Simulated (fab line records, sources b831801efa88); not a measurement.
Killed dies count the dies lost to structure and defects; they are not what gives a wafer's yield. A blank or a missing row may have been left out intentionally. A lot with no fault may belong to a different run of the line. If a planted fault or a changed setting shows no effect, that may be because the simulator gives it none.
Which tool did it?    flow gf180mcu    Sampling: 14 lots, 42 wafers, 2 of 602 route steps

## WHAT THE GAUGES READ, wafer by wafer
GF_V3_THK_MEAS_01. Usual: V3_CVD_00_THK typically reads 596 nm, with standard deviation 6.2.
lot   measured      on             V3_CVD_00_THK (nm)  flag
L971  day 21 06:18  film metro-01  594 603 596         
L972  day 21 09:14  film metro-02  593 585 595         
L974  day 22 22:01  film metro-01  597 595 599         
L975  day 23 01:58  film metro-04  598 595 606         
L976  day 23 09:09  film metro-01  604 599 603         
L979  day 24 10:09  film metro-04  600 614 593         
L980  day 24 19:47  film metro-02  589 599 605         
L981  day 25 04:13  film metro-02  589 601 590         
L982  day 25 08:56  film metro-01  591 583 585         
L985  day 26 14:46  film metro-04  593 595 599         
L986  day 26 20:26  film metro-02  593 586 590         
L987  day 26 22:16  film metro-01  602 597 596         
L992  day 28 11:40  film metro-01  582 582 589         
L993  day 28 16:36  film metro-04  593 604 596         

GF_V3_OVL_MEAS_15. Usual: V3_OVL typically reads 2 nm, with standard deviation 4.6.
lot   measured      on          V3_OVL (nm)  flag
L971  day 22 06:05  overlay-01  -2 2 1       
L972  day 22 09:52  overlay-01  1 -2 -4      
L974  day 23 21:13  overlay-01  -5 -1 6      
L975  day 24 00:19  overlay-02  -1 3 6       
L976  day 24 08:01  overlay-01  3 3 1        
L979  day 25 08:37  overlay-02  -1 2 3       
L980  day 25 18:23  overlay-01  6 0 0        
L981  day 26 01:48  overlay-02  6 0 -2       
L982  day 26 06:40  overlay-02  -7 1 -4      
L985  day 27 11:47  overlay-02  3 3 6        
L986  day 27 16:27  overlay-01  -4 -1 -9     
L987  day 27 19:07  overlay-01  3 8 6        
L992  day 29 07:35  overlay-02  2 0 4        
L993  day 29 12:13  overlay-02  -1 2 1       

## EACH LOT AND THE TOOL THAT RAN IT (in order: tool; ch and the chambers of the sampled wafers; start)
The record holds no process step before these readings.

## WHAT THE TOOLS THEMSELVES READ (means of the sampled wafers that have a number; where no wafer has one, the mark that the record gives instead)
The record holds no such reading with a usual standard deviation.

## THE ANSWER, worked out from the rows above alone
Rule: a lot counts as off when the mean over its wafers that have a number is more than 3 standard deviations away from the usual mean. Also off: a lot with no number at a reading for which 4 or more lots have one. The other lots that the step has rows for count as sound. First the gauges in route order, then the tools' own readings, where a lot's mean is used as printed above. At the first step where some lot is off, the reading lying furthest off is the one used; lots without a number count as furthest.
Nothing can be told from this: no lot is off at any reading shown.

## WHAT WAS PUT IN BY THE SIMULATOR
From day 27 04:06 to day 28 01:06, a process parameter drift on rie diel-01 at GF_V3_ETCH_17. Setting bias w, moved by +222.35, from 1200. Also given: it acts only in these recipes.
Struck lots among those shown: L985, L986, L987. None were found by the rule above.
